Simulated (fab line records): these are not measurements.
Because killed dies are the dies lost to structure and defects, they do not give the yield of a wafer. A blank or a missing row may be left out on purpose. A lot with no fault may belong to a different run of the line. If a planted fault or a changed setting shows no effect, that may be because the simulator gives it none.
Which tool was responsible?    flow gf180mcu    11 lots, 33 wafers sampled, at 5 steps of a route of 602

## WHAT EACH GAUGE READ, for each wafer
GF_VT_IMPLANT_RS_MEAS_48: uses a four-point probe to measure.
lot   measured      on             LVPWELL_RS (ohm/sq)
L374  day 8 18:05   film_metro-02  1193.8 1193.3 1193.2
L376  day 9 12:17   film_metro-03  1201.3 1197.2 1199.2
L378  day 9 23:41   film_metro-01  1194.4 1198.4 1200.9
L379  day 10 11:22  film_metro-03  1197.5 1195.2 1199.4
L380  day 10 16:35  film_metro-03  1195.4 1196.9 1196.1
L381  day 10 21:26  film_metro-02  1194.5 1195.8 1193.2
L384  day 11 20:05  film_metro-02  1195.3 1195.5 1193.7
L385  day 12 06:47  film_metro-02  1191.1 1194.7 1194.0
L386  day 13 00:55  film_metro-01  1200.6 1195.7 1200.9
L387  day 12 22:52  film_metro-02  1194.4 1193.9 1196.2
L392  day 14 03:04  film_metro-03  1194.0 1195.5 1197.1

## WHICH TOOL RAN EACH LOT (tool, then ch and the chambers of the sampled wafers, then the start)
lot   GF_STI_ETCH_13                     GF_NWELL_COAT_02                  GF_NWELL_STRIP_10                    GF_VT_IMPLANT_STRIP_31
L374  rie_diel-04 ch 0,2,3, day 3 02:52  litho_track-02 ch 0, day 4 03:28  plasma_asher-02 ch 0,1, day 4 10:28  plasma_asher-02 ch 0,1, day 8 00:38
L376  rie_diel-04 ch 0,1,3, day 3 13:26  litho_track-03 ch 0, day 4 14:43  plasma_asher-01 ch 1, day 4 21:52    plasma_asher-03 ch 0, day 8 18:07
L378  rie_diel-02 ch 0,1,3, day 4 00:49  litho_track-02 ch 0, day 5 01:34  plasma_asher-02 ch 0,1, day 5 08:37  plasma_asher-01 ch 0,1, day 9 05:55
L379  rie_diel-01 ch 2,3, day 4 05:10    litho_track-03 ch 0, day 5 09:10  plasma_asher-02 ch 0,1, day 5 16:44  plasma_asher-03 ch 0,1, day 9 16:33
L380  rie_diel-02 ch 0,1, day 4 09:55    litho_track-02 ch 0, day 5 13:26  plasma_asher-01 ch 0,1, day 5 20:30  plasma_asher-03 ch 0,1, day 9 21:56
L381  rie_diel-04 ch 2,3, day 4 14:53    litho_track-03 ch 0, day 5 17:35  plasma_asher-01 ch 0, day 6 00:28    plasma_asher-03 ch 0,1, day 10 02:35
L384  rie_diel-04 ch 1,2,3, day 5 06:46  litho_track-02 ch 0, day 6 09:40  plasma_asher-02 ch 0,1, day 6 17:19  plasma_asher-02 ch 0,1, day 11 00:40
L385  rie_diel-04 ch 0,2,3, day 5 12:38  litho_track-02 ch 0, day 6 17:55  plasma_asher-03 ch 0,1, day 7 01:44  plasma_asher-03 ch 0,1, day 11 11:20
L386  rie_diel-02 ch 0,1,2, day 5 16:35  litho_track-03 ch 0, day 7 07:46  plasma_asher-01 ch 0,1, day 7 16:40  plasma_asher-01 ch 0,1, day 12 04:16
L387  rie_diel-01 ch 0,1, day 5 21:45    litho_track-02 ch 0, day 7 06:29  plasma_asher-02 ch 0,1, day 7 15:23  plasma_asher-01 ch 0,1, day 12 03:04
L392  rie_diel-02 ch 1,2,3, day 7 00:01  litho_track-03 ch 0, day 8 03:59  plasma_asher-01 ch 0,1, day 8 12:53  plasma_asher-02 ch 0,1, day 13 05:55
- GF_STI_ETCH_13: etches the open film in CHF3/O2, stops on Si, target depth 282.31 nm, time 112.9 s.
- GF_NWELL_COAT_02: resist thk 3000 nm.
- GF_NWELL_STRIP_10: strips in O2/N2.
- GF_VT_IMPLANT_STRIP_31: strips in O2/N2.

## THE ANSWER, worked out from the rows above alone
Rule: the usual values come from the lots themselves. Put in order of their means at a reading, lots are off if they are a third of the lots or fewer, leave a main group of 4 or more, and stand apart from it by a gap of 3 or more times the standard deviation of the main group's means; of several such gaps the widest counts. The tables above print the reading to a certain number of digits; a main group whose means all agree to those digits is not used. Also off: a lot with no number at a reading for which 4 or more lots have one. The other lots that the step has rows for count as sound.
None of the lots is off at any reading shown; this tells nothing.

## WHAT HAD BEEN PUT IN BY THE SIMULATOR
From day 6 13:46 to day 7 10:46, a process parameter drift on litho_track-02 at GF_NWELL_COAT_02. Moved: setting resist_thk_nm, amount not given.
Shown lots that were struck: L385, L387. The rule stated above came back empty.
